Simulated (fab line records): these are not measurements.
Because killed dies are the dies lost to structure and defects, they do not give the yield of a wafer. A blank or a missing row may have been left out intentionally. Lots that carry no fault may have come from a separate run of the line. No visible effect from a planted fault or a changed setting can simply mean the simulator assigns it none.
Shared-tool check ; flow sky130 ; Sampled: 11 lots, 39 wafers

WHY THIS WAS OPENED
Of 11 lots, 2 have the reading POLY_GATE_OXIDATION_THK flagged at SKY_POLY_GATE_THK_MEAS_21. Wafers without a fault read 4.03 nm, standard deviation 0.1.
Rule: a lot gets a flag if all its wafers with a number sit over 4 standard deviations from that mean, or if no wafer of it has a number. All remaining lots are regarded as sound.

lot;measured;on;POLY_GATE_OXIDATION_THK (nm), wafer by wafer;flag
L726;day 17 11:04;film metro-04;4.15 4.14 4.12;
L728;day 18 02:27;film metro-01;3.83 3.84 3.86;
L730;day 18 21:32;film metro-02;3.93 3.94 3.97;
L731;day 18 23:07;film metro-02;3.89 3.87 3.91;
L732;day 19 15:11;film metro-01;3.98 4.00 3.99;
L734;day 20 16:28;film metro-04;4.00 3.99 4.00;
L736;day 21 04:49;film metro-02;3.96 3.99 4.02;
L741;day 22 20:08;film metro-04;4.73 4.70 4.69 4.72 4.69 4.75;FLAGGED
L742;day 23 04:32;film metro-02;4.78 4.77 4.69 4.82 4.75 4.72;FLAGGED
L744;day 23 20:08;film metro-01;4.11 4.12 4.09;
L747;day 24 15:49;film metro-01;4.02 3.96 3.97;
The mean of the flagged lots' numbers is 4.73 nm, +0.70 nm from the usual (+7 standard deviations).

TOOL THAT RAN EACH LOT
The record keeps 1 process step preceding the reading, out of 708 steps on the route. Read each cell as the tool, then ch plus the chambers that the sampled wafers visited, then the start.
lot;flag;SKY_POLY_GATE_OXIDATION_20
L726;;furnace-01 ch 0, day 17 09:49
L728;;furnace-02 ch 0, day 18 01:11
L730;;furnace-01 ch 0, day 18 20:17
L731;;furnace-02 ch 0, day 18 21:50
L732;;furnace-02 ch 0, day 19 13:56
L734;;furnace-02 ch 0, day 20 15:11
L736;;furnace-01 ch 0, day 21 03:32
L741;FLAGGED;furnace-02 ch 0, day 22 18:52
L742;FLAGGED;furnace-02 ch 0, day 23 03:16
L744;;furnace-01 ch 0, day 23 18:53
L747;;furnace-01 ch 0, day 24 14:34
What the steps here do:
- SKY_POLY_GATE_OXIDATION_20: stabilise 600 s, purge 300 s, target thk 4 nm.
- SKY_POLY_GATE_THK_MEAS_21

FLAGGED OVER TOTAL, TOOL BY TOOL (the gauges that took the reading come last)
step;tool;lots run;flagged;share of the flagged lots;sound lots run after its first flagged lot
SKY_POLY_GATE_OXIDATION_20;furnace-01;5;0;none;-
SKY_POLY_GATE_OXIDATION_20;furnace-02;6;2;all;0
SKY_POLY_GATE_THK_MEAS_21;film metro-01;4;0;none;-
SKY_POLY_GATE_THK_MEAS_21;film metro-02;4;1;some;0
SKY_POLY_GATE_THK_MEAS_21;film metro-04;3;1;some;0

THE TABLE: WHAT IT ALLOWS
In the table, 1 row covers all flagged lots: furnace-02 at SKY_POLY_GATE_OXIDATION_20.
- furnace-02 at SKY_POLY_GATE_OXIDATION_20: 2 of its 6 lots flagged. Last sound lot L734 at day 20 15:11, first flagged lot L741 at day 22 18:52; a fault beginning in between fits. Its own readings lie more than 4 standard deviations out on every wafer of the flagged lots: spike tc centre C, spike tc lower C, spike tc top C, spike tc upper C, tube center temp C, tube_center_temp_C_max.
Left over: one tool, furnace-02 at SKY_POLY_GATE_OXIDATION_20.

WHAT THE SIMULATOR HAD PUT IN
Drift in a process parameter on furnace-02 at SKY_POLY_GATE_OXIDATION_20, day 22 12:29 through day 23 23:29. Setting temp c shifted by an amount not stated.
Shown lots that were struck: L741, L742. Same finding as the rule above.
